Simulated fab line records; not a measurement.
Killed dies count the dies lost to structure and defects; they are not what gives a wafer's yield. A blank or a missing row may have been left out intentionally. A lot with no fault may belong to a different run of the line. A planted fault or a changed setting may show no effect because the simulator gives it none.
A struck lot beside a sound one | flow gf180mcu | 14 steps out of a route of 602
Sound: the wafers L590.1, L590.3, L590.4. The struck wafers were L599.3, L599.4, L599.6. The cause is given at the end.
Per side, at each step with rows, come the tool, then ch with its chambers, and then its first start. Under that, the readings that differ: sound wafers | struck wafers | difference of the means | sigmas: that difference in standard deviations of wafers without a fault.
alike: readings whose means differ by less than 2 such deviations, and words and numbers that are the same on both sides. not compared: withheld readings, readings that some wafer has no value for, bounds like >300 that may hide the same value, and numbers for which the record gives no deviation and whose values overlap.
Wherever a step has rows on one side only, a row that says differs or no value, or a row with sigmas, the two part there. When numbers do not overlap yet have no deviation, they are printed without sigmas and do not part them. Lack of a reading on every wafer of one side parts them only where that side has two or more wafers.

GF_M4_SPUTTER_01: material TiN, target thk 30 nm, time 25 s.
  sound on pvd sputter-01, day 23 03:23; struck on pvd sputter-01, day 26 11:17
  alike: throttle valve pct
GF_M4_SPUTTER_02: material AlCu, target thk 450 nm, time 23.9 s.
  sound on pvd sputter-01, day 23 03:25; struck on pvd sputter-01, day 26 11:19
  alike: throttle valve pct
GF_M4_SPUTTER_03: material Ti, target thk 10 nm, time 6.7 s.
  sound on pvd sputter-01, day 23 03:26; struck on pvd sputter-01, day 26 11:20
  alike: throttle valve pct
GF_M4_SPUTTER_04: material TiN, target thk 50 nm, time 41.7 s.
  sound on pvd sputter-01, day 23 03:28; struck on pvd sputter-01, day 26 11:22
  alike: throttle valve pct
GF_M4_RS_MEAS_05: measures by four-point-probe.
  sound on film metro-02, day 23 03:30; struck on film metro-04, day 26 11:26
  alike: M4_ALCU_RS
GF_M4_THK_MEAS_06: measures by xrf.
  sound on film metro-02, day 23 03:37; struck on film metro-04, day 26 11:32
  alike: M4_ALCU_THK
then, 6 steps without rows for these wafers: GF_M4_DEHYDRATE_07 (time 60 s); GF_M4_HMDS_08 (prime time 60 s); GF_M4_COAT_09 (resist thk 1000 nm); GF_M4_SOFTBAKE_10 (time 60 s); GF_M4_EXPOSE_11 (exposes mask Metal4, target cd 280 nm); GF_M4_PEB_12 (peb time 90 s).
GF_M4_DEVELOP_13: develop time 60 s.
  sound on litho track-03 ch 0, day 24 01:16; struck on litho track-01, day 27 07:34
  no value came back on the struck wafers for chill plate temp C (C), develop time s (s); on the sound wafers chill plate temp C (C) reads 23.01 23.16 23.05
  reading                             | sound           | struck            | difference | sigmas
  model.KrF_of_M4_COAT_09.thk nm (nm) | 984.7 984.5 981 | 997.6 999.4 999.9 | +15.6      |
GF_M4_CD_MEAS_14: target cd 280 nm.
  sound on cd sem-02, day 24 01:25; struck on cd sem-02, day 27 07:42
  reading    | sound             | struck | difference                    | sigmas
  cd nm (nm) | 279.0 278.6 277.8 | - - -  | no value on the struck wafers |

WHERE THEY PART
First at GF_M4_DEVELOP_13; last, within this record, at GF_M4_CD_MEAS_14.

WHY: the cause the simulator had injected
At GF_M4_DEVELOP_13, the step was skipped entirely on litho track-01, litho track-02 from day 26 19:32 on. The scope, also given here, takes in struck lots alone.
